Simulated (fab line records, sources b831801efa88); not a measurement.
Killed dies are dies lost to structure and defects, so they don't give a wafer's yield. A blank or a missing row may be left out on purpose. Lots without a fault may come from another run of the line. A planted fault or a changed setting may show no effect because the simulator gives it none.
Chamber matching | flow gf180mcu | GF_CONTACT_CMP_04 on cmp-02: 4 sister chambers
The step polishes SiO2. 14 wafers are shown with their chamber, then 7 later ones without.

WAFERS WITH THEIR CHAMBER
wafer  | chamber | motor_current_A (A) | time_to_endpoint_s (s) | head_pressure_psi (psi)
L627.4 | 0       | 11.3                | 108                    | 4.005
L627.5 | 2       | 12.0                | 110                    | 3.995
L627.6 | 3       | 11.8                | 107                    | 4.004
L631.3 | 3       | 12.1                | 108                    | 4.009
L631.4 | 0       | 10.8                | 103                    | 4.006
L631.6 | 3       | 12.3                | 107                    | 4.002
L632.2 | 0       | 10.9                | 108                    | 4.014
L632.3 | 3       | 12.2                | 112                    | 3.998
L632.4 | 1       | 11.0                | 120                    | 3.998
L634.1 | 2       | 11.5                | 99                     | 3.999
L634.4 | 0       | 11.2                | 108                    | 3.995
L634.5 | 3       | 11.9                | 109                    | 3.991
L635.2 | 0       | 10.9                | 102                    | 3.999
L635.3 | 1       | 11.5                | 108                    | 3.997

SIGNATURES (means of the wafers above)
reading            | chamber 0 | chamber 1 | chamber 2 | chamber 3 | scatter within a chamber
motor_current_A    | 11.020    | 11.250    | 11.750    | 12.060    | 0.247
time_to_endpoint_s | 105.80    | 114.00    | 104.50    | 108.60    | 4.32
head_pressure_psi  | 4.00380   | 3.99750   | 3.99700   | 4.00080   | 0.00634
Rule: a wafer's distance from a chamber is the root of the sum, over the readings, of the square of ((its reading less the chamber's mean) divided by the reading's scatter). The wafer belongs to the nearest chamber; if the next one is less than 2 further off, it can't be placed. The scatter: the root of (the sum of the squares of (reading less its chamber's mean) over the shown wafers, divided by (wafers less chambers)).

WAFERS WITHOUT THEIR CHAMBER
wafer  | motor_current_A (A) | time_to_endpoint_s (s) | head_pressure_psi (psi)
L635.4 | 11.9                | 110                    | 4.008
L636.1 | 12.3                | 109                    | 4.004
L636.2 | 12.3                | 104                    | 4.005
L636.3 | 12.1                | 116                    | 3.997
L637.1 | 11.4                | 113                    | 3.982
L637.2 | 11.5                | 118                    | 4.014
L637.6 | 11.4                | 121                    | 4.006

WHICH CHAMBER EACH WENT THROUGH
wafer  | from the rows above               | in truth
L635.4 | can't be placed: 3 or 2 or 1      | 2
L636.1 | can't be placed: 3 or 2           | 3
L636.2 | can't be placed: 3 or 2           | 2
L636.3 | can't be placed: 3 or 2 or 1      | 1
L637.1 | can't be placed: 1 or 2 or 0 or 3 | 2
L637.2 | can't be placed: 1 or 3 or 0 or 2 | 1
L637.6 | can't be placed: 1 or 0 or 3      | 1
Placed correctly: 0 of 7. Can't be placed from these rows: 7 (the true chamber is among the candidates in 7). Placed wrongly: 0.
